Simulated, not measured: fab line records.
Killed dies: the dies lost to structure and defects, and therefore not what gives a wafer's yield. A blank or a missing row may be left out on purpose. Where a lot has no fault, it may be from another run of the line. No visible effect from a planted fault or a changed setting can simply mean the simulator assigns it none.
Chamber matching -- flow gf180mcu -- GF_V4_ETCH_16 on rie-diel-01: 4 sister chambers
The step etches BARC in N2/H2. 16 wafers are shown with their chamber, then 8 later ones without.

WAFERS, EACH WITH ITS CHAMBER
wafer,chamber,drypump-motor-current-A (A),rf-fwd-power-W (W),n2-flow-sccm (sccm)
L075.2,1,6.6,497.6,99.5
L075.5,2,5.7,495.5,100.3
L075.6,1,6.5,497.1,100.1
L077.1,2,5.7,493.2,100.1
L077.3,0,4.9,494.5,99.2
L077.6,0,4.9,495.3,99.1
L081.1,0,4.9,496.2,100.0
L081.2,3,5.6,493.8,100.1
L081.6,0,4.9,495.8,100.4
L084.1,2,5.7,494.3,100.4
L084.4,3,5.6,493.3,100.0
L084.6,2,5.7,496.6,100.5
L089.3,2,5.7,493.1,99.9
L089.4,3,5.7,490.4,100.3
L089.6,1,6.6,495.2,100.2
L091.2,3,5.7,491.9,100.6

SIGNATURES (means of the wafers above)
reading,chamber 0,chamber 1,chamber 2,chamber 3,scatter within a chamber
drypump-motor-current-A,4.900,6.567,5.700,5.650,0.0373
rf-fwd-power-W,495.450,496.633,494.540,492.350,1.32
n2-flow-sccm,99.675,99.933,100.240,100.250,0.4
Rule: a wafer lies at a distance from a chamber equal to the root of the sum of squares, over the readings, of (its reading less the chamber's mean, divided by the reading's scatter). If the next closest chamber is less than 2 further off than the closest, the wafer can't be placed; otherwise it belongs to the closest. The scatter: the root of (the sum of the squares of (reading less its chamber's mean) over the shown wafers, divided by (wafers less chambers)).

WAFERS WITHOUT THEIR CHAMBER
wafer,drypump-motor-current-A (A),rf-fwd-power-W (W),n2-flow-sccm (sccm)
L091.5,5.0,497.6,100.1
L091.6,6.5,497.2,99.6
L093.3,4.9,496.4,99.7
L093.5,5.6,491.3,99.8
L093.6,4.9,497.6,100.5
L095.2,6.6,494.2,100.5
L095.5,4.9,496.2,100.2
L095.6,6.6,496.2,100.5

THE CHAMBER EACH PASSED THROUGH
wafer,from the rows above,in truth
L091.5,0,0
L091.6,1,1
L093.3,0,0
L093.5,can't be placed: 3 or 2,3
L093.6,0,0
L095.2,1,1
L095.5,0,0
L095.6,1,1
7 of 8 placed correctly. Cannot be placed on the basis of these rows: 1; the candidates contain the true chamber in 1. 0 placed wrongly.
